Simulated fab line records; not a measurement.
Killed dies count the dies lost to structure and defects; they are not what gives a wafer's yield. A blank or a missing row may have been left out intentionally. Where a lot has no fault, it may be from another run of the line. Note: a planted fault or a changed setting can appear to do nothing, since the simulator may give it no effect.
Which of the tools did it?    flow sky130    11 lots with 33 wafers sampled at 4 steps, on a route of 708 steps

== WHAT THE GAUGES READ, wafer by wafer ==
SKY_GATE_OXIDE_TW_MEAS_14.
lot   measured      on             GATE_OXIDE_TW
L120  day 14 16:25  film_metro-02  223.2 222.6 223.3
L122  day 15 11:53  film_metro-04  223.0 223.3 223.6
L124  day 16 05:20  film_metro-01  222.6 221.1 222.0
L125  day 16 12:31  film_metro-02  218.7 218.6 218.8
L127  day 17 05:49  film_metro-02  220.5 219.9 220.5
L128  day 17 12:45  film_metro-04  223.9 224.3 224.5
L131  day 18 20:32  film_metro-02  197.8 197.7 197.2 197.2 196.8 197.9
L132  day 19 10:05  film_metro-01  200.8 200.3 201.0 200.3 201.0 200.7
L133  day 19 13:11  film_metro-02  198.0 199.0 197.7 198.0 197.9 197.6
L135  day 20 08:49  film_metro-01  221.8 222.6 222.4
L140  day 22 13:56  film_metro-01  223.4 223.2 224.4

== EACH LOT AND THE TOOL THAT RAN IT (in order: tool; ch and the chambers of the sampled wafers; start) ==
lot   SKY_VT_ADJUST_NCORE_STRIP_10          SKY_GATE_OXIDE_IMPLANT_11        SKY_GATE_OXIDE_STRIP_13
L120  plasma_asher-02 ch 0,1, day 9 08:59   implanter-04 ch 0, day 14 16:04  plasma_asher-02 ch 1, day 14 16:19
L122  plasma_asher-04 ch 0,1, day 10 02:20  implanter-01 ch 0, day 15 11:34  plasma_asher-02 ch 0,1, day 15 11:47
L124  plasma_asher-01 ch 0,1, day 10 13:11  implanter-04 ch 0, day 16 04:59  plasma_asher-01 ch 0,1, day 16 05:13
L125  plasma_asher-02 ch 0,1, day 10 20:08  implanter-04 ch 0, day 16 12:03  plasma_asher-02 ch 0,1, day 16 12:24
L127  plasma_asher-02 ch 0,1, day 11 10:02  implanter-01 ch 0, day 17 05:28  plasma_asher-04 ch 0,1, day 17 05:43
L128  plasma_asher-02 ch 0,1, day 11 16:08  implanter-01 ch 0, day 17 12:24  plasma_asher-01 ch 0,1, day 17 12:39
L131  plasma_asher-01 ch 0, day 12 18:56    implanter-01 ch 0, day 18 20:10  plasma_asher-04 ch 0,1, day 18 20:26
L132  plasma_asher-01 ch 0,1, day 13 04:14  implanter-01 ch 0, day 19 09:43  plasma_asher-04 ch 0,1, day 19 09:59
L133  plasma_asher-04 ch 0, day 13 08:17    implanter-01 ch 0, day 19 12:49  plasma_asher-04 ch 0,1, day 19 13:05
L135  plasma_asher-04 ch 0,1, day 14 00:11  implanter-04 ch 0, day 20 08:28  plasma_asher-02 ch 0,1, day 20 08:43
L140  plasma_asher-01 ch 0,1, day 15 10:19  implanter-01 ch 0, day 22 13:37  plasma_asher-04 ch 0,1, day 22 13:52
- SKY_VT_ADJUST_NCORE_STRIP_10: strips in O2/N2.
- SKY_GATE_OXIDE_IMPLANT_11
- SKY_GATE_OXIDE_STRIP_13: strips in O2/N2.

== THE ANSWER, worked out from the rows above alone ==
Rule: what is usual is taken from the lots themselves. The widest of any qualifying gaps counts: lots, ordered by their means at a reading, are off when they make up no more than a third of the lots, leave a main group of 4 or more, and stand apart from it by 3 or more times the standard deviation of that group's means. A main group is skipped when, at the precision printed for the reading in the tables above, its means are all equal. A lot without any number at a reading at which 4 lots or more have one is off too. The other lots that the step has rows for count as sound.
Off: at SKY_GATE_OXIDE_TW_MEAS_14 (GATE_OXIDE_TW), L131, L132, L133. The main group: mean 222.2, standard deviation 1.7.
If a tool, at a process step before that reading, ran all the lots that are off and no sound lot after the first of them, it fits. The gauges at SKY_GATE_OXIDE_TW_MEAS_14 are tried like those tools. None of those tried fits.

== WHAT WAS PUT IN BY THE SIMULATOR ==
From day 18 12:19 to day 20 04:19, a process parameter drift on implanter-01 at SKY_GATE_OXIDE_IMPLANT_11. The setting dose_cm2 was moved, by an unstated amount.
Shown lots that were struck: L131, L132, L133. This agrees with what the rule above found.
